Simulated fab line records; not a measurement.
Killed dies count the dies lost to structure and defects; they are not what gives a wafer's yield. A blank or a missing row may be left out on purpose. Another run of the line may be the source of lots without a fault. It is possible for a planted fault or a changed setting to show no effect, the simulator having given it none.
A lot that was struck, set against a sound lot	flow sky130	32 out of 708 route steps
Sound: wafers L551.1, L551.2, L551.5. Struck: wafers L556.2, L556.3, L556.4. The cause is given at the end.
Per side, at each step with rows, come the tool, then ch with its chambers, and then its first start. Under that, the readings that differ: sound wafers	struck wafers	difference of the means	sigmas: that difference in standard deviations of wafers without a fault.
alike: same words and numbers on both sides, and readings whose means sit less than 2 such deviations apart. not compared: any withheld reading, any reading some wafer has no value for, any bound like >300 that may hide the same value, and any number with overlapping values for which the record gives no deviation.
Wherever a step has rows on one side only, a row that says differs or no value, or a row with sigmas, the two part there. When numbers do not overlap yet have no deviation, they are printed without sigmas and do not part them. A reading that every wafer of one side lacks parts them only if that side has two wafers or more.

SKY_FIELD_ISO_BOW_MEAS_00:
  sound on film metro-01 at day 1 10:00; struck on film metro-01 at day 2 11:01
  alike: INCOMING_BOW
SKY_FIELD_ISO_OXIDATION_01: stabilise 600 s, purge 300 s, target thk 12 nm.
  sound on furnace-02 ch 0, day 1 10:29; struck on furnace-01 ch 0, day 2 15:20
  alike: ox temp c max, zone power bottom pct, zone power centre pct
SKY_FIELD_ISO_THK_MEAS_02:
  sound on film metro-01 at day 1 12:00; struck on film metro-01 at day 2 16:52
reading	sound	struck	difference	sigmas
FIELD_ISO_OXIDATION_00_THK (nm)	11.92 12.03 12.09	19.58 19.68 19.74	+7.65	+38
then, 1 step without rows for these wafers: SKY_FIELD_ISO_CVD_03 (deposits Si3N4 from DCS/NH3, target thk 165 nm, time 2830 s).
SKY_FIELD_ISO_THK_MEAS_04:
  sound on film metro-01 at day 1 14:39; struck on film metro-01 at day 2 18:42
  alike: FIELD_ISO_CVD_03_THK
then, 8 steps without rows for these wafers: SKY_FIELD_ISO_DEHYDRATE_05 (time 60 s); SKY_FIELD_ISO_HMDS_06 (prime time 60 s); SKY_FIELD_ISO_COAT_07 (resist thk 60 nm); SKY_FIELD_ISO_COAT_08 (resist thk 450 nm); SKY_FIELD_ISO_SOFTBAKE_09 (time 90 s); SKY_FIELD_ISO_EXPOSE_10 (exposes mask FOM, target cd 150 nm); SKY_FIELD_ISO_PEB_11; SKY_FIELD_ISO_DEVELOP_12 (develop time 60 s).
SKY_FIELD_ISO_CD_MEAS_13 targets a cd of 150 nm.
  sound on cd sem-01 at day 2 05:00; struck on cd sem-01 at day 3 09:09
  alike: cd nm
SKY_FIELD_ISO_ETCH_14: etches BARC in N2/H2, stops on SiO2, time 45.9 s, target depth 60 nm.
  sound on rie diel-04 ch 0,1,3, day 2 05:07; struck on rie diel-03 ch 0,1,3, day 3 09:15
reading	sound	struck	difference	sigmas
oes product au (a.u.)	0.851 0.853 0.847	0.860 0.863 0.857	+0.010	+2
throttle valve pct (%)	13.239 13.239 13.228	13.212 13.216 13.223	-0.018	-2
  alike: drypump motor current A, rf fwd power W
  not compared: rf hours counter h
SKY_FIELD_ISO_ETCH_15: etches the open film in CHF3/O2, stops on Si, target depth 180 nm, time 72 s.
  sound on rie diel-04 ch 0,1,3, day 2 05:10; struck on rie diel-03 ch 0,1,3, day 3 09:17
  alike: drypump motor current A, oes product au, rf fwd power W, throttle valve pct
  not compared: rf hours counter h
SKY_FIELD_ISO_STRIP_16: strips in O2/N2.
  sound on plasma asher-02 ch 0,1, day 2 05:13; struck on plasma asher-04 ch 0,1, day 3 09:21
  alike: drypump motor current A, o2 flow sccm, oes product au, strip time to endpoint s
  not compared: rf hours counter h
SKY_FIELD_ISO_ETCH_17: etches Si in HBr/Cl2/O2, target depth 342 nm, time 97.7 s.
  sound on rie si-02 ch 0,3, day 2 05:19; struck on rie si-02 ch 0,1,3, day 3 09:27
  alike: drypump motor current A, oes product au, rf fwd power W, throttle valve pct
  not compared: rf hours counter h
then, 5 steps without rows for these wafers: SKY_FIELD_ISO_WET_ETCH_18 (etches Si3N4 in H3PO4, target depth 25 nm, time 286 s); SKY_FIELD_ISO_CLEAN_19 (cleans in SC1/SC2, time 150 s); SKY_FIELD_ISO_CLEAN_20 (cleans in dHF, time 20 s); SKY_FIELD_ISO_WET_ETCH_21 (etches SiO2 in dHF, target depth 20 nm, time 400 s); SKY_FIELD_ISO_OXIDATION_22 (stabilise 600 s, purge 300 s, target thk 10 nm).
SKY_FIELD_ISO_THK_MEAS_23:
  sound on film metro-03 at day 2 07:03; struck on film metro-02 at day 3 12:44
  alike: FIELD_ISO_OXIDATION_01_THK
then, 1 step without rows for these wafers: SKY_FIELD_ISO_CVD_24 (deposits SiO2, target thk 595 nm, time 99.2 s).
SKY_FIELD_ISO_THK_MEAS_25:
  sound on film metro-02 at day 2 07:11; struck on film metro-01 at day 3 12:52
  alike: FIELD_ISO_CVD_24_THK
then, 1 step without rows for these wafers: SKY_FIELD_ISO_ANNEAL_26 (time 1800 s).
SKY_FIELD_ISO_CMP_27: polishes, stops on Si3N4, t overpolish 16 s, target thk 457.8 nm.
  sound on cmp-02 ch 2,3, day 2 09:58; struck on cmp-01 ch 1,2,3, day 3 15:07
  alike: motor current A, overpolish run s, platen rpm, time to endpoint s
then, 1 step without rows for these wafers: SKY_FIELD_ISO_WET_ETCH_28 (etches SiO2 in dHF, target depth 23.7 nm, time 47 s).
SKY_FIELD_ISO_WET_ETCH_29: etches Si3N4 in H3PO4, target depth 160 nm, time 1825 s.
  sound on wet bench-03 ch 3, day 2 10:17; struck on wet bench-02 ch 2, day 3 15:23
reading	sound	struck	difference	sigmas
model.SiO2_of_FIELD_ISO_OXIDATION_01.thk nm (nm)	11.62 11.71 11.67	19.29 19.38 19.42	+7.70	
  alike: bath guard temp C, bath heat duty pct
then, 1 step without rows for these wafers: SKY_FIELD_ISO_WET_ETCH_30 (etches SiO2 in dHF, target depth 25 nm, time 50 s).
-- record jumps: 44 days separate the struck wafers' starts on either side; left off in module FIELD_ISO, taken up again in module PAD_OPEN, whose first shown step is the route's number 708 --
SKY_PAD_OPEN_PROBE_99:
  sound on prober-02 at day 45 14:58; struck on prober-01 at day 47 04:58
reading	sound	struck	difference	sigmas
killed at other	2 0 3	0 0 0	-2	-3
killed on rim	17 25 32	15 17 11	-10	-3
model.etest.pfet_16v.r on ohm um	1.478e+04 1.478e+04 1.483e+04	1.58e+04 1.599e+04 1.58e+04	+1.07e+03	
model.etest.sram nfet pass.off log10 a um	-12.51 -12.49 -12.86	-13.08 -13.01 -13.1	-0.44	
model.etest.diode pdiff fingers.leak log10 a cm2	-6.594 -6.628 -6.741	-7.313 -6.799 -6.746	-0.298	
model.etest.sram nfet pass.vt v (V)	0.6391 0.6546 0.674	0.7065 0.6943 0.7155	+0.0495	
model.etest.sram nfet pass.vt sat v (V)	0.5441 0.5574 0.5762	0.6072 0.5877 0.6147	+0.0440	
  alike: killed_at_M0_to_M3, killed_at_M4_up, killed at contacts, killed at front end, killed dies, killed open, killed short
  not compared: model.etest.diode ndiff fingers.leak log10 a cm2

== WHERE THEY PART ==
At SKY_FIELD_ISO_THK_MEAS_02 first; at SKY_PAD_OPEN_PROBE_99 last (within this record only).

WHY: the cause the simulator had injected
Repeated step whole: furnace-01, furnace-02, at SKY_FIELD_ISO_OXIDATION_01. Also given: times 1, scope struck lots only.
